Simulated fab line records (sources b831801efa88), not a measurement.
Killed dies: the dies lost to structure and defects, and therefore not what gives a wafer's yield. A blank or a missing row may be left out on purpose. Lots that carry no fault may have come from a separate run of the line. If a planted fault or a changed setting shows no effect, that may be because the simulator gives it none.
Chamber matching -- flow gf180mcu -- 4 sister chambers for GF_V1_CMP_26 on cmp-02
The step polishes, stops on SiO2, t overpolish 15 s, target thk 0 nm. 4 wafers are shown with their chamber, then 7 later ones without.

== EACH WAFER AND ITS CHAMBER ==
wafer,chamber,motor current A (A)
L466.4,3,11.4
L471.5,2,11.5
L472.2,1,13.1
L472.4,0,10.1

== WAFERS WITHOUT THEIR CHAMBER ==
wafer,motor current A (A)
L472.5,10.1
L474.2,11.3
L474.4,10.2
L474.6,11.4
L475.1,13.4
L475.2,11.5
L475.5,13.6

== CHAMBER TAKEN BY EACH ==
wafer,from the rows above,in truth
L472.5,0,0
L474.2,can't be placed: 3 or 2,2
L474.4,0,0
L474.6,can't be placed: 3 or 2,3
L475.1,1,1
L475.2,can't be placed: 2 or 3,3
L475.5,1,1
Correct placement for 4 of the 7. From these rows, 3 cannot be placed; in 3 the true chamber is one of the candidates. 0 placed wrongly.
How it was worked out, from the rows above alone: a wafer's distance from a chamber is the root of the sum, over the readings, of the square of ((its reading less the chamber's mean) divided by the reading's scatter). If the next closest chamber is less than 2 further off than the closest, the wafer can't be placed; otherwise it belongs to the closest. The mean given for a chamber averages the wafers shown for that chamber. The scatter: with one shown wafer a chamber, the root of the mean of the squares of how far each hidden wafer lies from its nearest shown one.
